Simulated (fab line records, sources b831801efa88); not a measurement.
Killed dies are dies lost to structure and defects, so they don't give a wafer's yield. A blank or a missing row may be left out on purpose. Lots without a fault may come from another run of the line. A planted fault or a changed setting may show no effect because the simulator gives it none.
Problem report in the 8D (eight disciplines) form, filled by code | flow sfq_line | the parts of the form that need people (team, actions taken, sign-off) are left out

1. THE PROBLEM
run_length_s at SFQ_TRILAYER_R5_BARC_OPEN_METAL_ETCH_177 reads a mean of 76.2 s on 4 wafers of 3 lots; wafers without a fault read 70.1 s with a standard deviation of 0.32. That is +19 standard deviations from the usual mean.
The step: etches BARC in O2, target depth 125 nm, time 41.7 s.
First seen on wafer L138.1, day 61 14:49, on rie_metal-03. The record holds 19 wafers of 7 lots with a number at this step. Rule for "out", or "out of limits": more than 4 standard deviations from the usual mean. The other wafers with a number count as sound.

2. WHAT IT IS AND WHAT IT IS NOT
question                    | is                             | is not
which readings at this step | run_length_s, oes_product_au   | drypump_motor_current_A
which lots                  | L138, L139, L141               | L126, L133, L142, L148
which wafers of those lots  | L138.1, L138.5, L139.1, L141.5 | L138.6, L139.6, L141.3
read on which tools         | rie_metal-03                   | rie_metal-02
when                        | from day 61 14:49              | up to then (7 sound wafers); but 8 sound wafers of L139, L141, L142, L148 came after

3. SUSPECTS, AND WHAT RULES EACH OUT
Counting: a tool at a process step up to the reading stays a suspect if it ran every lot that is out. Sound lots after the first of them don't rule it out here, since some wafers of a struck lot are sound.
- rie_metal-03 at SFQ_TRILAYER_R5_BARC_OPEN_METAL_ETCH_177 (etches BARC in O2, target depth 125 nm, time 41.7 s): kept. It ran every lot that is out, first L138 (day 61 14:49); its last sound lot up to then is L133 (day 59 05:13). Its own readings are out on those wafers: oes_product_au, run_length_s.
Left after counting: rie_metal-03 at SFQ_TRILAYER_R5_BARC_OPEN_METAL_ETCH_177.

4. THE CAUSE (what the simulator had put in)
Process parameter drift: rie_metal-03, from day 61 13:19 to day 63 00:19, at SFQ_TRILAYER_R5_BARC_OPEN_METAL_ETCH_177. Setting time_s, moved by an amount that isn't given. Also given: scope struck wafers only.
Counting left only this tool.

5. THE CHAIN OF EFFECTS, in route order
Each row: a reading whose mean over the struck wafers that have a number lies more than 3 standard deviations from the usual. Only readings for which the record gives a usual standard deviation are gone through. hours: the time from each lot's start at the first step in this table that gives one to its start at this step, as a median over the lots. sigmas: the change in usual standard deviations.
hours | step                                     | reading        | usual      | on struck wafers | change | sigmas
0     | SFQ_TRILAYER_R5_BARC_OPEN_METAL_ETCH_177 | oes_product_au | 0.685 a.u. | 0.651            | -0.034 | -7.4
0     | SFQ_TRILAYER_R5_BARC_OPEN_METAL_ETCH_177 | run_length_s   | 70.1 s     | 76.2             | +6.1   | +19
The process steps in it:
- SFQ_TRILAYER_R5_BARC_OPEN_METAL_ETCH_177: etches BARC in O2, target depth 125 nm, time 41.7 s.

6. WHAT WOULD HAVE CAUGHT IT SOONER
In this record the first reading out of limits was taken at day 61 14:49, 2 hours after the fault began at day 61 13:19.
